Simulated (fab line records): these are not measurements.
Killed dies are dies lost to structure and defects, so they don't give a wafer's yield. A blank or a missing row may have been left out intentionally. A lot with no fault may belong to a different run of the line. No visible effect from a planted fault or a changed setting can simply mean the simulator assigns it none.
Which of the tools did it? | flow gf180mcu | 15 lots, 42 wafers sampled, at 5 steps of a route of 602

== WHAT THE GAUGES READ, wafer by wafer ==
GF_HV_LDD_TW_MEAS_11.
lot  | measured     | on            | HV_LDD_TW
L257 | day 10 02:04 | film metro-04 | 2387 2395 2373
L258 | day 10 12:58 | film metro-04 | 2371 2395 2376
L259 | day 10 14:37 | film metro-04 | 2368 2382 2380
L260 | day 11 03:56 | film metro-03 | 2398 2403 2390
L261 | day 11 04:14 | film metro-04 | 2378 2379 2380
L263 | day 12 01:18 | film metro-02 | 2397 2390
L267 | day 13 04:49 | film metro-02 | 2393 2389
L268 | day 13 09:37 | film metro-02 | 2381 2385
L272 | day 14 15:37 | film metro-02 | 2383 2389 2388
L273 | day 14 19:05 | film metro-02 | 2389 2385 2383
L275 | day 15 09:42 | film metro-04 | 2371 2351 2365
L277 | day 15 23:11 | film metro-04 | 2365 2377 2365
L278 | day 16 08:30 | film metro-02 | 2383 2391 2386
L279 | day 16 17:45 | film metro-03 | 2401 2393 2400
L280 | day 17 02:25 | film metro-02 | 2395 2397 2394

GF_HV_LDD_TW_MEAS_23.
lot  | measured     | on            | HV_LDD_2_TW
L257 | day 10 19:58 | film metro-03 | 1048 1042 1048
L258 | day 11 07:21 | film metro-04 | 1042 1040 1042
L259 | day 11 09:15 | film metro-04 | 1046 1046 1043
L260 | day 11 22:50 | film metro-04 | 1032 1038 1036
L261 | day 11 22:51 | film metro-02 | 1046 1046 1038
L263 | day 12 20:34 | film metro-03 | 1047 963
L267 | day 14 01:13 | film metro-03 | 1049 956
L268 | day 14 05:50 | film metro-04 | 1030 953
L272 | day 15 12:50 | film metro-03 | 1047 1047 1049
L273 | day 15 16:07 | film metro-04 | 1032 1035 1034
L275 | day 16 07:47 | film metro-03 | 1049 1044 1051
L277 | day 16 21:02 | film metro-03 | 1048 1045 1046
L278 | day 17 07:47 | film metro-03 | 1042 1049 1046
L279 | day 17 17:07 | film metro-03 | 1042 1050 1050
L280 | day 18 01:46 | film metro-04 | 1038 1037 1041

GF_HV_LDD_OVL_MEAS_47.
lot  | measured     | on         | HV_LDD_03_OVL (nm)
L257 | day 12 11:31 | overlay-01 | 2.4 2.9 1.8
L258 | day 12 20:55 | overlay-02 | -0.5 -0.7 -0.8
L259 | day 12 23:29 | overlay-02 | 1.6 0.0 1.0
L260 | day 13 14:46 | overlay-01 | 2.9 1.4 2.4
L261 | day 13 15:29 | overlay-01 | 2.8 1.2 1.7
L263 | day 14 13:37 | overlay-01 | 0.8 0.8
L267 | day 15 20:11 | overlay-01 | 0.2 0.4
L268 | day 16 00:13 | overlay-01 | 2.0 0.4
L272 | day 17 09:58 | overlay-02 | -0.6 -0.2 0.4
L273 | day 17 13:16 | overlay-02 | -0.3 -1.0 -1.7
L275 | day 18 06:40 | overlay-01 | 0.2 -0.7 1.0
L277 | day 18 20:47 | overlay-01 | 0.1 0.6 1.2
L278 | day 19 07:37 | overlay-01 | -1.4 0.2 0.2
L279 | day 19 17:13 | overlay-02 | 0.8 -0.5 1.2
L280 | day 20 03:10 | overlay-01 | -0.4 -0.4 1.0

GF_HV_LDD_THK_MEAS_55.
lot  | measured     | on            | HV_LDD_CVD_54_THK (nm)
L257 | day 12 13:38 | film metro-03 | 10.24 10.17 10.09
L258 | day 12 22:31 | film metro-02 | 9.91 9.92 9.94
L259 | day 13 01:05 | film metro-02 | 10.12 10.09 10.04
L260 | day 13 16:22 | film metro-04 | 10.19 10.08 10.06
L261 | day 13 17:05 | film metro-03 | 10.14 10.11 9.96
L263 | day 14 15:13 | film metro-04 | 10.15 9.96
L267 | day 15 21:48 | film metro-03 | 9.94 10.00
L268 | day 16 01:49 | film metro-02 | 9.98 9.97
L272 | day 17 11:34 | film metro-02 | 9.85 9.88 10.02
L273 | day 17 14:52 | film metro-04 | 9.84 9.76 9.83
L275 | day 18 08:16 | film metro-04 | 10.04 10.00 9.96
L277 | day 18 23:02 | film metro-02 | 10.01 10.12 10.01
L278 | day 19 09:38 | film metro-04 | 9.72 9.78 9.77
L279 | day 19 18:50 | film metro-02 | 9.77 9.97 9.80
L280 | day 20 04:47 | film metro-02 | 9.87 9.85 9.85

== TOOL THAT RAN EACH LOT (tool first, then ch and the chambers of the sampled wafers, then the start) ==
lot  | GF_HV_LDD_IMPLANT_21
L257 | implanter-03 ch 0, day 10 19:44
L258 | implanter-02 ch 0, day 11 07:07
L259 | implanter-02 ch 0, day 11 09:01
L260 | implanter-02 ch 0, day 11 22:35
L261 | implanter-03 ch 0, day 11 22:36
L263 | implanter-02 ch 0, day 12 20:20
L267 | implanter-02 ch 0, day 14 00:59
L268 | implanter-02 ch 0, day 14 05:32
L272 | implanter-03 ch 0, day 15 12:35
L273 | implanter-01 ch 0, day 15 15:52
L275 | implanter-01 ch 0, day 16 07:32
L277 | implanter-03 ch 0, day 16 20:49
L278 | implanter-03 ch 0, day 17 07:32
L279 | implanter-02 ch 0, day 17 16:52
L280 | implanter-02 ch 0, day 18 01:32
- GF_HV_LDD_IMPLANT_21

== AS READ BY THE TOOLS THEMSELVES (means over the sampled wafers that have a number; for cases with no such wafer, the mark the record gives instead) ==
GF_HV_LDD_IMPLANT_21.
lot  | tool         | beam on s (s) | end station pressure torr (Torr) | faraday current uA
L257 | implanter-03 | 10.01         | 5.2e-06                          | 282
L258 | implanter-02 | 10.07         | 5.3e-06                          | 280
L259 | implanter-02 | 10.12         | 4.9e-06                          | 279
L260 | implanter-02 | 10.04         | 5.1e-06                          | 280
L261 | implanter-03 | 10.07         | 5.1e-06                          | 281
L263 | implanter-02 | 9.05          | 5.1e-06                          | 318
L267 | implanter-02 | 9.17          | 5.4e-06                          | 316
L268 | implanter-02 | 9.08          | 5.2e-06                          | 316
L272 | implanter-03 | 10.01         | 5.1e-06                          | 283
L273 | implanter-01 | 9.93          | 5.1e-06                          | 284
L275 | implanter-01 | 10.11         | 5.5e-06                          | 279
L277 | implanter-03 | 10.03         | 5.3e-06                          | 281
L278 | implanter-03 | 9.83          | 5.4e-06                          | 286
L279 | implanter-02 | 9.89          | 5.2e-06                          | 284
L280 | implanter-02 | 9.86          | 5.3e-06                          | 286

== THE ANSWER, worked out from the rows above alone ==
Rule: the lots themselves supply what counts as usual. Put in order of their means at a reading, lots are off if they are a third of the lots or fewer, leave a main group of 4 or more, and stand apart from it by a gap of 3 or more times the standard deviation of the main group's means; of several such gaps the widest counts. A main group whose means are all the same, to the digits that the tables above print for the reading, isn't used. A lot without any number at a reading at which 4 lots or more have one is off too. Where the step has rows for the other lots, those lots are counted as sound. Order of review: gauges by route order, followed by the tools' own readings, for which a lot's mean as printed above is used. At the first step where some lot is off, the reading lying furthest off is the one used; lots without a number count as furthest.
Off: L263, L267, L268, at GF_HV_LDD_TW_MEAS_23 (HV_LDD_2_TW). For the main group the mean is 1043 and the standard deviation 4.7.
A tool fits if, at a process step before that reading, it ran every lot that is off, and no sound lot after the first of them. The gauges at GF_HV_LDD_TW_MEAS_23 aren't tried: what is off there is off at GF_HV_LDD_IMPLANT_21 too, on other tools, and a gauge's error can't cause that. Not one of the candidates tried fits.

== WHAT THE SIMULATOR PUT IN ==
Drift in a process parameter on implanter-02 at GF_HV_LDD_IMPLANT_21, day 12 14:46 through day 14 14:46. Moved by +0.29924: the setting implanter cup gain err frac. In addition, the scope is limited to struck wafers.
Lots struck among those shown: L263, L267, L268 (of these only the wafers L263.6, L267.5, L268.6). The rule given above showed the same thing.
